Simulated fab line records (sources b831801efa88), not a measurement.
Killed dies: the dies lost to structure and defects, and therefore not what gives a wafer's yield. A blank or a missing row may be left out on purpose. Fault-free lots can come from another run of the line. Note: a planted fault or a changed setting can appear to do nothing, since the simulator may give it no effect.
Which of the tools did it?    flow sky130    33 wafers from 11 lots sampled at 5 of the route's 708 steps

== WHAT THE GAUGES READ, wafer by wafer ==
SKY_METAL2_RS_MEAS_05: a four-point-probe measurement.
lot   measured      on            METAL2_ALCU_RS (ohm/sq)
L326  day 34 13:52  filmMetro-02  0.1274 0.1296 0.1292
L328  day 34 19:50  filmMetro-03  0.1284 0.1273 0.1260
L329  day 35 14:37  filmMetro-04  0.1292 0.1289 0.1287
L330  day 35 15:13  filmMetro-04  0.1273 0.1256 0.1276
L335  day 37 02:44  filmMetro-03  0.1271 0.1270 0.1266
L337  day 37 23:47  filmMetro-04  0.1268 0.1284 0.1266
L338  day 38 03:39  filmMetro-03  0.1286 0.1271 0.1263
L339  day 38 12:29  filmMetro-04  0.1266 0.1267 0.1263
L341  day 39 14:56  filmMetro-02  0.1261 0.1260 0.1279
L343  day 39 20:16  filmMetro-02  0.1267 0.1250 0.1256
L342  day 40 11:50  filmMetro-03  0.1281 0.1276 0.1275

SKY_VIA2_OVL_MEAS_13.
lot   measured      on          VIA2_OVL (nm)
L326  day 36 20:17  overlay-02  -4 -5 -1
L328  day 37 00:46  overlay-02  -17 -11 -4
L329  day 37 19:49  overlay-01  -13 -7 -10
L330  day 37 21:00  overlay-02  1 0 -2
L335  day 39 07:37  overlay-02  1 -6 -5
L337  day 40 03:53  overlay-01  3 2 5
L338  day 40 07:10  overlay-01  -8 -3 -2
L339  day 40 16:28  overlay-01  -1 -3 1
L341  day 41 16:31  overlay-02  4 -4 9
L343  day 41 22:28  overlay-02  1 2 3
L342  day 42 13:59  overlay-02  1 3 1

== EACH LOT AND THE TOOL THAT RAN IT (in order: tool; ch and the chambers of the sampled wafers; start) ==
lot   SKY_METAL2_SPUTTER_00        SKY_METAL2_ETCH_18                SKY_METAL2_STRIP_20
L326  pvdSputter-04, day 34 13:40  rieMetal-02 ch 0,1, day 35 16:39  plasmaAsher-01 ch 0,1, day 35 16:49
L328  pvdSputter-03, day 34 19:40  rieMetal-03 ch 0,1, day 35 21:47  plasmaAsher-03 ch 0,1, day 35 21:56
L329  pvdSputter-03, day 35 14:26  rieMetal-02 ch 0,1, day 36 16:53  plasmaAsher-04 ch 0,1, day 36 17:02
L330  pvdSputter-01, day 35 15:02  rieMetal-03 ch 0,1, day 36 17:36  plasmaAsher-01 ch 0,1, day 36 17:46
L335  pvdSputter-01, day 37 02:35  rieMetal-04 ch 1, day 38 04:58    plasmaAsher-03 ch 0,1, day 38 05:07
L337  pvdSputter-03, day 37 23:38  rieMetal-04 ch 1, day 39 01:41    plasmaAsher-03 ch 0,1, day 39 02:00
L338  pvdSputter-04, day 38 03:31  rieMetal-02 ch 0,1, day 39 05:16  plasmaAsher-04 ch 0,1, day 39 05:25
L339  pvdSputter-01, day 38 12:20  rieMetal-03 ch 0,1, day 39 13:50  plasmaAsher-04 ch 0,1, day 39 13:59
L341  pvdSputter-03, day 39 14:46  rieMetal-03 ch 0,1, day 40 15:25  plasmaAsher-03 ch 0, day 40 15:34
L343  pvdSputter-01, day 39 20:07  rieMetal-03 ch 0,1, day 40 21:22  plasmaAsher-04 ch 0, day 40 21:31
L342  pvdSputter-04, day 40 11:41  rieMetal-02 ch 0,1, day 41 12:26  plasmaAsher-01 ch 1, day 41 12:35
- SKY_METAL2_SPUTTER_00: material Ti, target thk 15 nm, time 10 s.
- SKY_METAL2_ETCH_18: etches BARC in N2/H2, stops on SiO2, time 45.9 s, target depth 60 nm.
- SKY_METAL2_STRIP_20: strips in O2/N2.

== AS READ BY THE TOOLS THEMSELVES (means over the sampled wafers that have a number; for cases with no such wafer, the mark the record gives instead) ==
SKY_METAL2_SPUTTER_00.
lot   tool           chamberPressurePa (Pa)  throttleValvePct (%)
L326  pvdSputter-04  0.3999                  30.2
L328  pvdSputter-03  0.4001                  30.2
L329  pvdSputter-03  0.3999                  28.8
L330  pvdSputter-01  0.4002                  28.8
L335  pvdSputter-01  0.4005                  29.7
L337  pvdSputter-03  0.3992                  30.2
L338  pvdSputter-04  0.3997                  31.0
L339  pvdSputter-01  0.4005                  29.4
L341  pvdSputter-03  0.4002                  31.9
L343  pvdSputter-01  0.4005                  28.6
L342  pvdSputter-04  0.4001                  32.2

SKY_METAL2_ETCH_18.
lot   tool         drypumpMotorCurrentA (A)  oesProductAu (a.u.)  throttleValvePct (%)
L326  rieMetal-02  5.7                       0.852                13.220
L328  rieMetal-03  5.3                       0.855                13.237
L329  rieMetal-02  5.7                       0.857                13.221
L330  rieMetal-03  5.0                       0.849                13.220
L335  rieMetal-04  6.0                       0.857                13.218
L337  rieMetal-04  6.0                       0.851                13.216
L338  rieMetal-02  5.7                       0.857                13.225
L339  rieMetal-03  5.0                       0.856                13.222
L341  rieMetal-03  5.0                       0.853                13.230
L343  rieMetal-03  5.3                       0.851                13.227
L342  rieMetal-02  5.4                       0.851                13.224

SKY_METAL2_STRIP_20.
lot   tool            drypumpMotorCurrentA (A)  oesProductAu (a.u.)  stripTimeToEndpointS (s)
L326  plasmaAsher-01  5.8                       0.338                2.68
L328  plasmaAsher-03  5.6                       0.340                2.67
L329  plasmaAsher-04  5.6                       0.338                2.71
L330  plasmaAsher-01  5.3                       0.342                2.68
L335  plasmaAsher-03  5.6                       0.343                2.70
L337  plasmaAsher-03  5.6                       0.337                2.65
L338  plasmaAsher-04  5.8                       0.344                2.70
L339  plasmaAsher-04  5.8                       0.347                2.66
L341  plasmaAsher-03  6.2                       0.339                2.58
L343  plasmaAsher-04  6.0                       0.340                2.61
L342  plasmaAsher-01  4.8                       0.341                2.64

== THE ANSWER, worked out from the rows above alone ==
Rule: what is usual is taken from the lots themselves. Put in order of their means at a reading, lots are off if they are a third of the lots or fewer, leave a main group of 4 or more, and stand apart from it by a gap of 3 or more times the standard deviation of the main group's means; of several such gaps the widest counts. A main group is skipped when, at the precision printed for the reading in the tables above, its means are all equal. Also off: a lot with no number at a reading for which 4 or more lots have one. Any other lot the step has rows for is counted as sound. First the gauges in route order, then the tools' own readings, where a lot's mean is used as printed above. The first step at which some lot is off is used, and at that step the reading that is off furthest; a lot without a number counts as furthest.
Nothing can be told from this: no lot is off at any reading shown.

== WHAT THE SIMULATOR HAD PUT IN ==
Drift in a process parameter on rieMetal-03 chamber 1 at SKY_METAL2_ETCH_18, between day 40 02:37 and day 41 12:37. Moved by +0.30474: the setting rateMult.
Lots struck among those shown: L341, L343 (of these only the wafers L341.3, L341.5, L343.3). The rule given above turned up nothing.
